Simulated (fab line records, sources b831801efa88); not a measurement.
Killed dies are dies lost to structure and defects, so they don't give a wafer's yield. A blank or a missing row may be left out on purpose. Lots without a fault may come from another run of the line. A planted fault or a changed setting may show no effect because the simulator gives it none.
A struck lot beside a sound one | flow sky130 | 15 steps out of a route of 708
Sound: wafers L897.2, L897.4, L897.5. Struck: wafer L894.6. (L894.2, L894.4 of the same lot were not struck and are left out.) The cause comes at the end.
At each step with rows: each side's tool, then ch and its chambers, then its first start. Under that, the readings that differ: sound wafers | struck wafers | difference of the means | sigmas: that difference in standard deviations of wafers without a fault.
alike: readings whose means differ by less than 2 such deviations, and words and numbers that are the same on both sides. not compared: withheld readings, readings that some wafer has no value for, bounds like >300 that may hide the same value, and numbers for which the record gives no deviation and whose values overlap.
The two part at a step that has a row with sigmas, a row that says differs or no value, or rows on one side only. Numbers that don't overlap but have no deviation are shown without sigmas and don't part them. A reading that every wafer of one side lacks parts them only if that side has two wafers or more.

first, 4 steps without rows for these wafers: SKY_LI_CONTACT_SOFTBAKE_08 (time 90 s); SKY_LI_CONTACT_EXPOSE_09 (exposes mask LICM1, target cd 170 nm); SKY_LI_CONTACT_PEB_10; SKY_LI_CONTACT_DEVELOP_11 (develop time 60 s).
SKY_LI_CONTACT_CD_MEAS_12: target cd 170 nm.
  sound on cd_sem-02, day 33 23:13; struck on cd_sem-01, day 33 00:21
  alike: cd_nm
SKY_LI_CONTACT_OVL_MEAS_13:
  sound on overlay-01, day 33 23:19; struck on overlay-02, day 33 00:28
  alike: LI_CONTACT_OVL
SKY_LI_CONTACT_ETCH_14: etches BARC in N2/H2, stops on SiO2, time 45.9 s, target depth 60 nm.
  sound on rie_diel-04 ch 0,1,2, day 33 23:21; struck on rie_diel-04 ch 3, day 33 00:29
  reading                | sound                | struck | difference | sigmas
  throttle_valve_pct (%) | 13.231 13.229 13.221 | 13.205 | -0.022     | -2
  alike: drypump_motor_current_A, oes_product_au
  not compared: rf_hours_counter_h
SKY_LI_CONTACT_ETCH_15: etches PSG in C4F8/O2/Ar, stops on Si, target depth 600 nm.
  sound on rie_diel-04 ch 0,1,2, day 33 23:23; struck on rie_diel-04 ch 3, day 33 00:32
  alike: oes_product_au
SKY_LI_CONTACT_STRIP_16: strips in O2/N2.
  sound on plasma_asher-03 ch 0,1, day 33 23:28; struck on plasma_asher-01 ch 1, day 33 00:37
  alike: drypump_motor_current_A, oes_product_au, strip_time_to_endpoint_s
  not compared: rf_hours_counter_h
then, 2 steps without rows for these wafers: SKY_LI_CONTACT_CLEAN_17 (cleans in NMP, time 600 s); SKY_LI_CONTACT_PRE_CLEAN_18 (time 5.6 s).
SKY_LI_CONTACT_SPUTTER_19: material Ti, target thk 20 nm, time 106.37 s.
  sound on pvd_sputter-04, day 33 23:47; struck on pvd_sputter-01, day 33 00:55
  alike: chamber_pressure_pa, substrate_temp_c, throttle_valve_pct
SKY_LI_CONTACT_SPUTTER_20: material TiN, target thk 20 nm, time 80 s.
  sound on pvd_sputter-04, day 33 23:52; struck on pvd_sputter-01, day 33 01:00
  reading                                        | sound             | struck | difference | sigmas
  chamber_pressure_pa (Pa)                       | 5.005 4.987 5.002 | 4.271  | -0.727     | -74
  model.TiN_of_LI_CONTACT_SPUTTER_20.thk_nm (nm) | 19.91 19.99 19.95 | 22.93  | +2.98      |
  alike: throttle_valve_pct
SKY_LI_CONTACT_CVD_21: deposits W, target thk 400 nm, time 120.56 s.
  sound on cvd_w-02 ch 0, day 33 23:58; struck on cvd_w-01 ch 0, day 33 01:04
  reading              | sound                | struck | difference | sigmas
  susceptor_temp_C (C) | 400.04 399.87 400.00 | 400.52 | +0.55      | +2
  alike: heater_power_w
SKY_PAD_OPEN_PROBE_99:
  the record has rows for the sound wafers here (prober-02, day 49 05:22) and none for the struck ones

WHERE THEY PART
First at SKY_LI_CONTACT_ETCH_14; last, within this record, at SKY_PAD_OPEN_PROBE_99.

WHY: what the simulator had put in
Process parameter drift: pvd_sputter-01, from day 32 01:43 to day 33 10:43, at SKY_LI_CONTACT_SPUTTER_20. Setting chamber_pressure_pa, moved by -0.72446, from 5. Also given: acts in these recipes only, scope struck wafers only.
